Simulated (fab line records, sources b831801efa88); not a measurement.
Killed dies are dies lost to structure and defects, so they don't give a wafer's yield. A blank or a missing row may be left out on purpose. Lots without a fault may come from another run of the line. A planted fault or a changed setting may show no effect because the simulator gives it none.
fab line records | flow gf180mcu
record lots=7 wafers=21 last_day=34
route steps=602 shown NSD@240 PSD@248
lots that met no fault: from a run of the same line without faults
start_h: hours from the record's first day to the start of the lot's first wafer shown | wait_h: hours since the lot's step before | " the same as in the row above | L1.1+2: a row that stands for several wafers | - no value, or no start given | * or withheld: withheld | < > ~ a bound
route shown NAME@n: a module of which the file shows steps, and the number in the route of the first | usual: mean/standard deviation of fault-free wafers | same: alike in all rows | chamber/n: place in a boat | sites: the reading at each site | _std_site: their standard deviation | _edge_site: outer sites' mean less inner sites' | radius_mm: how far each site lies from the wafer's centre | mask NAME#n: copy n | behind: the tool/chamber that last shaped the wafer | hold: why the lot was held/for how many hours/how that ended | device: the transistor (n, p or np) that didn't switch | end of line: the same wafers' tests at the end of the route | a step without rows: its recipe alone | killed: dies lost to structure and defects at the first sort, not the wafer's yield | map: a wafer's dies, x killed, . not, _ none there
set.NAME: the setting as run; set.NAME@STEP: as run at that earlier step | model.NAME: the simulator's own value behind a step, which no gauge read
lots at some steps of the route; a table a step, a row a wafer
services: from which hour (start_h, from the record's first day; less than 0 if before it) a tool's chamber was out of use, for how many hours, and why
## steps
# step GF_NSD_PEB_05
# recipe temp_c=withheld time_s=* resist=NOVOLAK
# step GF_NSD_DEVELOP_06
# recipe develop_time_s=60 dev_temp_c=23
# step GF_NSD_CD_MEAS_07
# recipe target_cd_nm=400
# usual cd_nm=400.2/2.8
# columns lot.wafer tool chamber start_h wait_h cd_nm
L972.2 cd_sem-01 - 379.45 0.1 395.2
L972.4 " - " " 396.3
L972.6 " - " " 396.8
L973.1 cd_sem-02 - 387.70 0.1 399.6
L973.2 " - " " 401.3
L973.4 " - " " 398.2
L979.1 cd_sem-01 - 437.70 0.1 402.3
L979.3 " - " " 399.0
L979.6 " - " " 401.8
L980.1 cd_sem-01 - 444.50 0.1 398.1
L980.2 " - " " 396.0
L980.3 " - " " 397.0
L981.1 cd_sem-01 - 454.30 0.1 401.5
L981.2 " - " " 401.9
L981.4 " - " " 402.2
L982.3 cd_sem-02 - 457.27 0.1 399.8
L982.4 " - " " 398.0
L982.5 " - " " 403.4
L983.4 cd_sem-02 - 466.76 0.1 399.4
L983.5 " - " " 397.3
L983.6 " - " " 396.8
# step GF_NSD_OVL_MEAS_08
# usual NSD_OVL=-0.3/1.3
# columns lot.wafer tool chamber start_h wait_h NSD_OVL[nm]
L972.2 overlay-01 - 379.55 0.1 -2.5
L972.4 " - " " -0.5
L972.6 " - " " 0.2
L973.1 overlay-01 - 387.82 0.1 0.8
L973.2 " - " " 0.8
L973.4 " - " " -1.2
L979.1 overlay-02 - 437.82 0.1 -0.9
L979.3 " - " " -0.6
L979.6 " - " " -0.6
L980.1 overlay-02 - 444.62 0.1 0.0
L980.2 " - " " 1.4
L980.3 " - " " 2.8
L981.1 overlay-01 - 454.42 0.1 -1.3
L981.2 " - " " -0.6
L981.4 " - " " -2.6
L982.3 overlay-02 - 457.36 0.1 0.3
L982.4 " - " " 2.3
L982.5 " - " " -0.2
L983.4 overlay-02 - 466.84 0.1 -1.2
L983.5 " - " " -0.3
L983.6 " - " " -1.6
# step GF_NSD_IMPLANT_09
# recipe species=As energy_kev=60 dose_cm2=4e+15 tilt_deg=7
# step GF_NSD_IMPLANT_10
# recipe species=P energy_kev=40 dose_cm2=5e+14 tilt_deg=7
# step GF_NSD_STRIP_11
# recipe chemistry=O2/N2 power_w=1400 pressure_mtorr=1500 platen_temp_c=250 o2_flow_sccm=3000 n2_flow_sccm=300 overash_fraction=0.5
# usual drypump_motor_current_A=5.86/0.25 heater_power_w=341/26 o2_flow_sccm=2999/8.9 oes_product_au=0.486/0.0043 platen_temp_c=249.98/0.17 strip_time_to_endpoint_s=22.97/0.043
# columns lot.wafer tool chamber start_h wait_h drypump_motor_current_A heater_power_w o2_flow_sccm oes_product_au platen_temp_c rf_hours_counter_h strip_time_to_endpoint_s
L972.2 plasma_asher-04 0 379.88 0.1 6.16 352 3000 0.486 249.84 71 23.01
L972.4 " 1 " " 5.83 387 3010 0.492 249.97 - 23.05
L972.6 " 0 " " 6.15 349 3010 0.494 249.94 - 22.99
L973.1 plasma_asher-03 1 388.16 0.1 5.84 328 3008 0.492 250.41 63 23.02
L973.2 " 0 " " 5.45 326 2996 0.490 250.21 63 22.96
L973.4 " 1 " " 5.82 322 3014 0.486 249.99 - 23.04
L979.1 plasma_asher-03 0 438.16 0.1 5.49 316 3018 0.484 250.05 69 22.94
L979.3 " 1 " " 5.83 324 2986 0.485 249.79 - 22.91
L979.6 " 0 " " 5.45 323 3013 0.489 250.05 - 22.94
L980.1 plasma_asher-04 0 444.96 0.1 6.17 354 2992 0.488 250.04 2 23.03
L980.2 " 1 " " 5.81 385 3003 0.481 250.19 2 23.03
L980.3 " 1 " " 5.83 382 2995 0.490 250.18 - 23.05
L981.1 plasma_asher-04 0 454.76 0.1 6.16 362 2987 0.485 249.71 3 23.03
L981.2 " 1 " " 5.83 384 2991 0.485 249.98 3 22.98
L981.4 " 1 " " 5.82 374 3004 0.482 250.06 - 22.98
L982.3 plasma_asher-03 0 457.72 0.1 5.49 320 3005 0.482 249.90 - 23.00
L982.4 " 1 " " 5.85 328 2996 0.483 250.12 - 22.96
L982.5 " 1 " " 5.83 330 2999 0.485 250.04 - 22.96
L983.4 plasma_asher-02 1 467.19 0.1 5.96 310 2997 0.494 250.20 - 22.99
L983.5 " 1 " " 5.96 314 3020 0.479 250.18 - 22.93
L983.6 " 0 " " 6.11 374 2997 0.485 250.13 - 22.90
# step GF_NSD_TW_MEAS_12
# usual NSD_TW=4244/35
# columns lot.wafer tool chamber start_h wait_h NSD_TW
L972.2 film_metro-01 - 379.99 0.1 4292
L972.4 " - " " 4288
L972.6 " - " " 4292
L973.1 film_metro-01 - 388.26 0.1 4234
L973.2 " - " " 4231
L973.4 " - " " 4236
L979.1 film_metro-01 - 438.26 0.1 4216
L979.3 " - " " 4226
L979.6 " - " " 4228
L980.1 film_metro-03 - 445.06 0.1 4294
L980.2 " - " " 4281
L980.3 " - " " 4267
L981.1 film_metro-04 - 454.86 0.1 4245
L981.2 " - " " 4237
L981.4 " - " " 4254
L982.3 film_metro-01 - 457.80 0.1 4191
L982.4 " - " " 4188
L982.5 " - " " 4177
L983.4 film_metro-04 - 467.29 0.1 4216
L983.5 " - " " 4221
L983.6 " - " " 4242
# step GF_PSD_DEHYDRATE_00
# recipe temp_c=200 time_s=60
# step GF_PSD_HMDS_01
# recipe prime_time_s=60 prime_temp_c=120
# step GF_PSD_COAT_02
# recipe resist=NOVOLAK spin_rpm=3000 resist_thk_nm=1000
# step GF_PSD_SOFTBAKE_03
# recipe temp_c=90 time_s=60 resist=NOVOLAK
# step GF_PSD_EXPOSE_04
# recipe mask_id=Pplus target_cd_nm=400 na=0.6 source_shape=conventional sigma_outer=0.6 dose_mj=140
# usual exposure_dose_mJ_cm2=139.98/0.15 focus_offset_nm=0.2/0.46 na=0.6/0
# columns lot.wafer tool chamber start_h wait_h mask exposure_dose_mJ_cm2 focus_offset_nm na
L972.2 iline_stepper-02 0 391.29 - Pplus#0 140.10 0.5 0.6
L972.4 " 0 " " Pplus#0 140.05 -0.2 0.6
L972.6 " 0 " " Pplus#0 140.08 -0.2 0.6
L973.1 iline_stepper-01 0 399.78 - Pplus#0 140.13 -0.4 0.6
L973.2 " 0 " " Pplus#0 140.13 -0.7 0.6
L973.4 " 0 " " Pplus#0 140.11 -0.1 0.6
L979.1 iline_stepper-01 - 450.65 - Pplus#0 - - -
L979.3 " - " " Pplus#0 - - -
L979.6 " - " " Pplus#0 - - -
L980.1 iline_stepper-01 - 457.15 - Pplus#0 - - -
L980.2 " - " " Pplus#0 - - -
L980.3 " - " " Pplus#0 - - -
L981.1 iline_stepper-01 - 466.40 - Pplus#0 - - -
L981.2 " - " " Pplus#0 - - -
L981.4 " - " " Pplus#0 - - -
L982.3 iline_stepper-01 0 469.19 - Pplus#0 139.84 0.0 0.6
L982.4 " 0 " " Pplus#0 139.77 -0.2 0.6
L982.5 " 0 " " Pplus#0 139.96 0.1 0.6
L983.4 iline_stepper-02 0 479.87 - Pplus#0 139.91 0.8 0.6
L983.5 " 0 " " Pplus#0 139.95 0.4 0.6
L983.6 " 0 " " Pplus#0 140.04 0.6 0.6
# step GF_PSD_PEB_05
# recipe temp_c=withheld time_s=* resist=NOVOLAK
## services
# columns tool chamber start_h hours kind
iline_stepper-02 - 362.56 1.7 pm
iline_stepper-01 - 376.87 1.3 repair
iline_stepper-01 - 394.43 2.8 repair
iline_stepper-02 - 409.15 1.3 repair
plasma_asher-04 - 421.25 9.0 pm
plasma_asher-04 0 421.25 9.0 vent_cycle
plasma_asher-04 1 421.25 9.0 vent_cycle
plasma_asher-04 0 430.25 - clean
plasma_asher-04 1 430.25 - clean
plasma_asher-02 - 472.42 1.8 repair
## key
first_sign step=GF_PSD_EXPOSE_04 reading=tool_record direction=missing
effect none on later readings
met_at GF_PSD_EXPOSE_04
struck_wafers L979.1,L979.3,L979.6,L980.1,L980.2,L980.3,L981.1,L981.2,L981.4
sort_left_out L979.1,L979.3,L979.6,L980.1,L980.2,L980.3,L981.1,L981.2,L981.4
tester_left_out L979,L980,L981
onset_between 399.78 450.65
fault kind=skipped_step_whole tool=iline_stepper-01 chamber=- onset_h=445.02 steps=GF_PSD_EXPOSE_04 scope=struck_lots_only
# tester_left_out: of these lots the tester's yield and bins aren't shown, on N5 and GAA mostly nor the transistor test; their killed dies are dies lost to structure and defects alone, not to doping, threshold or leakage, so they don't give the yield
# sort_left_out: the simulated sort isn't trusted on such a fault, so these wafers' sort isn't shown, and their yield isn't known
